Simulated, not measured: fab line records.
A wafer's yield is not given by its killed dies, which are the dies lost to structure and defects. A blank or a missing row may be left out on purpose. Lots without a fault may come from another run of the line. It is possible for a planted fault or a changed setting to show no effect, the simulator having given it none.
fab line records -- flow sky130
record: lots: 6, wafers: 16, last_day: 50
route steps=708 shown METAL5@664 PAD_OPEN@708
lots that met no fault: from a run of the same line without faults
start_h: hours from the record's first day to the start of the lot's first wafer shown -- wait_h: how many hours have passed since the lot's step before this one -- " same as the row above -- L1.1+2: a single row standing in for several wafers -- - either no value or no given start -- * or withheld: withheld -- < > ~ a bound
route shown NAME@n: a module of which the file shows steps, and the number in the route of the first -- usual: mean and standard deviation over wafers with no fault -- same: alike in all rows -- chamber/n: place in a boat -- sites: the reading at each site -- _std_site: how widely they spread, as a standard deviation -- _edge_site: outer sites' mean less inner sites' -- radius_mm: for every site, how far away it sits from the centre of the wafer -- mask NAME#n: copy n -- behind: tool/chamber where the wafer was last shaped -- hold: cause of the lot's hold/its duration in hours/its outcome -- device: the transistor (n, p or np) that didn't switch -- end of line: the same wafers' tests at the end of the route -- step lacking rows: just its recipe -- killed: count of dies lost to structure and defects at first sort (not the wafer's yield) -- map: the dies of a wafer, with x for killed, . for not killed, _ for no die there
set.NAME: setting as actually run; set.NAME@STEP: the setting as run at that earlier step -- model.NAME: the simulator's own value behind a step, which no gauge read
lots at some steps of the route; a table a step, a row a wafer
services: a tool's chamber out of use, with start hour (start_h, from the record's first day; less than 0 if before it), hours out, and reason
== steps ==
step: SKY_METAL5_SPUTTER_03
recipe: material: Ti, target_thk_nm: 5, power_w: 3000, time_s: 3.3, chamber_pressure_pa: 0.4
usual: throttle_valve_pct: 30.0/0.68
lot.wafer,tool,chamber,start_h,wait_h,throttle_valve_pct
L966.1,pvd_sputter-01,-,1036.26,0.0,29.7
L966.2,pvd_sputter-01,-,1036.26,0.0,30.4
L966.4,pvd_sputter-01,-,1036.26,0.0,31.0
L969.1,pvd_sputter-04,-,1052.10,0.0,29.6
L969.4,pvd_sputter-04,-,1052.10,0.0,30.0
L969.6,pvd_sputter-04,-,1052.10,0.0,29.0
L978.1,pvd_sputter-01,-,1124.48,0.0,29.8
L978.5,pvd_sputter-01,-,1124.48,0.0,31.1
L981.1,pvd_sputter-03,-,1130.95,0.0,30.4
L981.2,pvd_sputter-03,-,1130.95,0.0,29.8
L981.5,pvd_sputter-03,-,1130.95,0.0,30.6
L979.1,pvd_sputter-03,-,1132.45,0.0,29.9
L979.2,pvd_sputter-03,-,1132.45,0.0,30.3
L984.1,pvd_sputter-04,-,1147.49,0.0,29.5
L984.2,pvd_sputter-04,-,1147.49,0.0,29.4
L984.4,pvd_sputter-04,-,1147.49,0.0,31.3
step: SKY_METAL5_SPUTTER_04
recipe: material: TiN, target_thk_nm: 70, power_w: 6500, time_s: 58.3, chamber_pressure_pa: 0.4
usual: throttle_valve_pct: 30.0/0.68
lot.wafer,tool,chamber,start_h,wait_h,throttle_valve_pct
L966.1,pvd_sputter-01,-,1036.27,0.0,29.8
L966.2,pvd_sputter-01,-,1036.27,0.0,30.2
L966.4,pvd_sputter-01,-,1036.27,0.0,30.9
L969.1,pvd_sputter-04,-,1052.12,0.0,29.0
L969.4,pvd_sputter-04,-,1052.12,0.0,29.9
L969.6,pvd_sputter-04,-,1052.12,0.0,29.2
L978.1,pvd_sputter-01,-,1124.50,0.0,29.7
L978.5,pvd_sputter-01,-,1124.50,0.0,31.0
L981.1,pvd_sputter-03,-,1130.97,0.0,30.4
L981.2,pvd_sputter-03,-,1130.97,0.0,29.8
L981.5,pvd_sputter-03,-,1130.97,0.0,30.3
L979.1,pvd_sputter-03,-,1132.47,0.0,29.6
L979.2,pvd_sputter-03,-,1132.47,0.0,30.3
L984.1,pvd_sputter-04,-,1147.50,0.0,29.4
L984.2,pvd_sputter-04,-,1147.50,0.0,29.7
L984.4,pvd_sputter-04,-,1147.50,0.0,31.2
step: SKY_METAL5_RS_MEAS_05
recipe: thk_meas_gauge: four-point-probe, reads: TiN_of_METAL5_SPUTTER_04+Ti_of_METAL5_SPUTTER_03+AlCu_of_METAL5_SPUTTER_02+TiN_of_METAL5_SPUTTER_01+Ti_of_METAL5_SPUTTER_00
usual: METAL5_ALCU_RS: 0.02698/0.00022
lot.wafer,tool,chamber,start_h,wait_h,METAL5_ALCU_RS[ohm/sq]
L966.1,film_metro-04,-,1036.32,0.0,0.02706
L966.2,film_metro-04,-,1036.32,0.0,0.02696
L966.4,film_metro-04,-,1036.32,0.0,0.02691
L969.1,film_metro-01,-,1052.17,0.0,0.02709
L969.4,film_metro-01,-,1052.17,0.0,0.02703
L969.6,film_metro-01,-,1052.17,0.0,0.02677
L978.1,film_metro-02,-,1124.54,0.0,0.02726
L978.5,film_metro-02,-,1124.54,0.0,0.02682
L981.1,film_metro-04,-,1131.02,0.0,0.02685
L981.2,film_metro-04,-,1131.02,0.0,0.02679
L981.5,film_metro-04,-,1131.02,0.0,0.0268
L979.1,film_metro-04,-,1132.51,0.0,0.02686
L979.2,film_metro-04,-,1132.51,0.0,0.02713
L984.1,film_metro-04,-,1147.55,0.0,0.02752
L984.2,film_metro-04,-,1147.55,0.0,0.02748
L984.4,film_metro-04,-,1147.55,0.0,0.02718
step: SKY_METAL5_THK_MEAS_06
recipe: thk_meas_gauge: xrf, reads: AlCu_of_METAL5_SPUTTER_02
usual: METAL5_ALCU_THK: 1171/14
lot.wafer,tool,chamber,start_h,wait_h,METAL5_ALCU_THK[nm]
L966.1,film_metro-04,-,1036.44,0.1,1170
L966.2,film_metro-04,-,1036.44,0.1,1177
L966.4,film_metro-04,-,1036.44,0.1,1182
L969.1,film_metro-01,-,1052.29,0.1,1153
L969.4,film_metro-01,-,1052.29,0.1,1152
L969.6,film_metro-01,-,1052.29,0.1,1169
L978.1,film_metro-02,-,1124.66,0.1,1168
L978.5,film_metro-02,-,1124.66,0.1,1183
L981.1,film_metro-04,-,1131.14,0.1,1184
L981.2,film_metro-04,-,1131.14,0.1,1191
L981.5,film_metro-04,-,1131.14,0.1,1193
L979.1,film_metro-04,-,1132.63,0.1,1177
L979.2,film_metro-04,-,1132.63,0.1,1179
L984.1,film_metro-04,-,1147.67,0.1,1151
L984.2,film_metro-04,-,1147.67,0.1,1156
L984.4,film_metro-04,-,1147.67,0.1,1171
step: SKY_METAL5_DEHYDRATE_07
recipe: temp_c: 200, time_s: 60
step: SKY_METAL5_HMDS_08
recipe: prime_time_s: 60, prime_temp_c: 120
step: SKY_METAL5_COAT_09
recipe: resist: NOVOLAK, spin_rpm: 3000, resist_thk_nm: 1800
step: SKY_METAL5_SOFTBAKE_10
recipe: temp_c: 90, time_s: 60, resist: NOVOLAK
step: SKY_METAL5_EXPOSE_11
recipe: mask_id: MM5, na: 0.6, source_shape: conventional, sigma_outer: 0.6, polarization: unpolarized, target_cd_nm: 1600, dose_mj: 190
step: SKY_METAL5_PEB_12
recipe: temp_c: withheld, time_s: *, resist: NOVOLAK
step: SKY_METAL5_DEVELOP_13
recipe: resist: NOVOLAK, developer: TMAH, develop_time_s: 60, dev_temp_c: 23
step: SKY_METAL5_DESCUM_14
recipe: chemistry: O2, source_power_w: 150, bias_power_w: 0, pressure_mtorr: 10, temp_c: 40, time_s: 11
usual: drypump_motor_current_A: 5.8/0.35, oes_product_au: 1.002/0.023, rf_fwd_power_W: 147.4/0.75
lot.wafer,tool,chamber,start_h,wait_h,drypump_motor_current_A,oes_product_au,rf_fwd_power_W,rf_hours_counter_h
L966.1,rie_metal-02,1,1058.73,0.1,5.7,1.025,147.8,13
L966.2,rie_metal-02,0,1058.73,0.1,6.3,0.985,147.3,18
L966.4,rie_metal-02,1,1058.73,0.1,5.7,1.037,148.6,-
L969.1,rie_metal-03,1,1073.84,0.1,5.3,0.982,147.2,19
L969.4,rie_metal-03,0,1073.84,0.1,6.0,1.017,147.4,-
L969.6,rie_metal-03,1,1073.84,0.1,5.3,0.986,147.1,-
L978.1,rie_metal-02,0,1143.29,0.1,6.2,1.001,148.1,24
L978.5,rie_metal-02,1,1143.29,0.1,5.7,1.041,149.1,-
L981.1,rie_metal-01,1,1149.24,0.1,6.0,0.980,148.7,25
L981.2,rie_metal-01,0,1149.24,0.1,5.4,0.996,146.6,15
L981.5,rie_metal-01,1,1149.24,0.1,6.0,0.968,147.8,-
L979.1,rie_metal-02,0,1150.45,0.1,6.3,0.993,147.8,25
L979.2,rie_metal-02,1,1150.45,0.1,5.7,1.040,148.0,18
L984.1,rie_metal-01,0,1165.44,0.1,5.3,0.990,146.7,17
L984.2,rie_metal-01,1,1165.44,0.1,6.0,0.976,148.1,27
L984.4,rie_metal-01,1,1165.44,0.1,6.0,0.966,147.9,-
step: SKY_METAL5_METAL_ETCH_15
recipe: target_depth_a: 12600, stop_on: SiO2, over_etch_frac: 0.2, time_s: 252, chemistry: Cl2/BCl3, resist_sidewall_deg: 86, pressure_mtorr: 10, icp_w: 900, bias_w: 48.5, Cl2_flow_sccm: 60, bcl3_flow_sccm: 30
usual: drypump_motor_current_A: 5.8/0.35, oes_product_au: 0.895/0.0049, over_etch_frac: 0.2/0, rf_fwd_power_W: 897.8/2.8, throttle_valve_pct: 22.264/0.0089
lot.wafer,tool,chamber,start_h,wait_h,drypump_motor_current_A,oes_product_au,over_etch_frac,rf_fwd_power_W,rf_hours_counter_h,throttle_valve_pct,model.NOVOLAK_of_METAL5_COAT_09.thk_nm
L966.1,rie_metal-02,1,1058.77,0.0,5.7,0.890,0.2,895.9,13,22.270,994.5
L966.2,rie_metal-02,0,1058.77,0.0,6.3,0.899,0.2,897.3,18,22.262,1049
L966.4,rie_metal-02,1,1058.77,0.0,5.7,0.906,0.2,899.1,-,22.267,988.2
L969.1,rie_metal-03,1,1073.88,0.0,5.3,0.891,0.2,894.4,19,22.271,1039
L969.4,rie_metal-03,0,1073.88,0.0,6.0,0.895,0.2,897.3,-,22.258,1012
L969.6,rie_metal-03,1,1073.88,0.0,5.3,0.898,0.2,893.5,-,22.269,1045
L978.1,rie_metal-02,0,1143.32,0.0,6.3,0.896,0.2,897.8,24,22.249,1034
L978.5,rie_metal-02,1,1143.32,0.0,5.8,0.859,0.30206,897.2,-,22.259,912.3
L981.1,rie_metal-01,1,1149.27,0.0,6.0,0.888,0.2,900.9,25,22.258,1059
L981.2,rie_metal-01,0,1149.27,0.0,5.4,0.895,0.2,892.3,15,22.270,1033
L981.5,rie_metal-01,1,1149.27,0.0,6.0,0.885,0.2,898.3,-,22.281,1059
L979.1,rie_metal-02,0,1150.48,0.0,6.3,0.897,0.2,898.3,25,22.277,1021
L979.2,rie_metal-02,1,1150.48,0.0,5.7,0.852,0.30206,901.7,18,22.269,902.7
L984.1,rie_metal-01,0,1165.47,0.0,5.4,0.888,0.2,899.4,17,22.273,1040
L984.2,rie_metal-01,1,1165.47,0.0,6.0,0.900,0.2,900.2,27,22.268,1060
L984.4,rie_metal-01,1,1165.47,0.0,6.0,0.895,0.2,896.8,-,22.257,1062
step: SKY_METAL5_STRIP_16
recipe: chemistry: O2/N2, power_w: 1400, pressure_mtorr: 1500, platen_temp_c: withheld, o2_flow_sccm: 3000, n2_flow_sccm: 300, overash_fraction: 0.5
usual: drypump_motor_current_A: 5.49/0.18, oes_product_au: 0.710/0.0045, strip_time_to_endpoint_s: 12.99/0.27
same: overash_fraction: 0.5
lot.wafer,tool,chamber,start_h,wait_h,drypump_motor_current_A,oes_product_au,rf_hours_counter_h,strip_time_to_endpoint_s
L966.1,plasma_asher-02,0,1059.00,0.2,5.48,0.713,90,12.66
L966.2,plasma_asher-02,1,1059.00,0.2,5.54,0.707,90,13.23
L966.4,plasma_asher-02,0,1059.00,0.2,5.47,0.709,-,12.63
L969.1,plasma_asher-02,1,1074.11,0.2,5.55,0.707,92,13.14
L969.4,plasma_asher-02,0,1074.11,0.2,5.47,0.709,-,12.79
L969.6,plasma_asher-02,0,1074.11,0.2,5.49,0.714,-,13.19
L978.1,plasma_asher-02,0,1143.55,0.2,5.46,0.707,98,13.07
L978.5,plasma_asher-02,1,1143.55,0.2,5.56,0.702,-,11.71
L981.1,plasma_asher-02,0,1149.50,0.2,5.47,0.709,99,13.32
L981.2,plasma_asher-02,1,1149.50,0.2,5.54,0.709,99,13.06
L981.5,plasma_asher-02,1,1149.50,0.2,5.53,0.710,-,13.32
L979.1,plasma_asher-03,0,1150.71,0.2,5.44,0.717,8,12.90
L979.2,plasma_asher-03,1,1150.71,0.2,5.96,0.712,8,11.59
L984.1,plasma_asher-03,1,1165.70,0.2,5.94,0.717,10,13.15
L984.2,plasma_asher-03,0,1165.70,0.2,5.42,0.708,10,13.33
L984.4,plasma_asher-03,0,1165.70,0.2,5.43,0.708,-,13.35
step: SKY_METAL5_STRIP_17
recipe: chemistry: post_etch_residue_remover, time_s: 1200, temp_c: 72.5
step: SKY_PAD_OPEN_PROBE_99
usual: defect_limited_yield: 82.6/1.8, killed_at_M0_to_M3: 44/6.9, killed_at_M4_up: 3.2/1.8, killed_at_contacts: 23/5.2, killed_at_front_end: 15/4.5, killed_at_other: 0.3/0.56, killed_dies: 85/8.8, killed_open: 47/6.7, killed_short: 39/6.4, sort_bin_3_pad_short: 0.8/0.4, sort_bin_5_function: 10.2/1.3, sort_bin_6_memory: 6.4/1.1, sort_n_pass: 407/8.8, sort_yield_pct: 82.6/1.8
same: gross_dies: 492, killed_at_back_side: 0, sort_bin_4_leakage[%]: 0, sort_bin_8_speed[%]: 0
lot.wafer,tool,chamber,start_h,wait_h,defect_limited_yield[%],killed_at_M0_to_M3,killed_at_M4_up,killed_at_contacts,killed_at_front_end,killed_at_other,killed_dies,killed_open,killed_short,sort_bin_3_pad_short[%],sort_bin_5_function[%],sort_bin_6_memory[%],sort_n_pass,sort_yield_pct[%]
L966.1,prober-01,-,1104.33,0.1,82.9,46,4,15,19,0,84,36,48,1.4,11.2,4.5,408,82.9
L966.2,prober-01,-,1104.38,0.1,81.7,53,2,20,15,0,90,42,48,1.8,9.8,6.7,402,81.7
L966.4,prober-01,-,1104.48,0.2,83.1,46,1,23,13,0,83,40,43,1.4,10.2,5.3,409,83.1
killed by level:class
L966.1 VIA1:geometric_particle:open=8 METAL1:geometric_particle:short=7 FIELD_ISO:geometric_particle:short=6 METAL2:geometric_particle:short=6 CONTACT:geometric_particle:open=5 VIA1:geometric_particle:short=5 VIA2:geometric_particle:open=5 POLY_GATE:geometric_particle:open=4
L966.2 VIA1:geometric_particle:open=13 VIA1:geometric_particle:short=11 VIA2:geometric_particle:open=8 FIELD_ISO:geometric_particle:short=6 LI_CONTACT:geometric_particle:open=6 METAL2:geometric_particle:short=6 CONTACT:geometric_particle:open=5 CONTACT:geometric_particle:short=5
L966.4 CONTACT:geometric_particle:open=9 VIA1:geometric_particle:open=7 VIA2:geometric_particle:open=7 VIA2:geometric_particle:short=6 CONTACT:geometric_particle:short=5 METAL1:geometric_particle:short=5 METAL2:geometric_particle:short=5 METAL3:geometric_particle:short=5
== services ==
tool,chamber,start_h,hours,kind
plasma_asher-03,-,1017.80,1.0,repair
plasma_asher-03,-,1055.25,9.0,pm
plasma_asher-03,0,1055.25,9.0,vent_cycle
plasma_asher-03,1,1055.25,9.0,vent_cycle
plasma_asher-03,0,1064.25,-,clean
plasma_asher-03,1,1064.25,-,clean
rie_metal-01,0,1083.61,14.5,repair
pvd_sputter-01,-,1086.06,1.0,repair
pvd_sputter-04,-,1086.86,5.1,repair
rie_metal-03,0,1087.52,16.6,repair
pvd_sputter-01,-,1090.18,15.6,repair
rie_metal-02,1,1113.41,20.3,repair
pvd_sputter-04,-,1118.34,0.7,repair
rie_metal-01,1,1123.34,4.0,repair
rie_metal-03,1,1137.37,14.2,repair
pvd_sputter-01,-,1160.76,2.3,repair
== key ==
first_sign: step: SKY_METAL5_METAL_ETCH_15, reading: over_etch_frac, direction: up, sigmas: 99+, usual: 0.2, struck: 0.30206
effect: step: SKY_METAL5_METAL_ETCH_15, reading: oes_product_au, direction: down, sigmas: 8.1, usual: 0.895, struck: 0.856
effect: step: SKY_METAL5_STRIP_16, reading: strip_time_to_endpoint_s, direction: down, sigmas: 5, usual: *, struck: *
model_effect: step: SKY_METAL5_METAL_ETCH_15, value: NOVOLAK_of_METAL5_COAT_09.thk_nm, without: 976.6, struck: 907.5
met_at SKY_METAL5_METAL_ETCH_15
struck_wafers L978.5,L979.2
onset_between 1058.77 1143.32
fault: kind: process_parameter_drift, tool: rie_metal-02, chamber: -, onset_h: 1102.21, steps: SKY_METAL5_METAL_ETCH_15, channel: over_etch_frac, offset: 0.10206, shape: step, end_h: 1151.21, scope: struck_wafers_only, acts_in: these_recipes_only, stated: 0.2
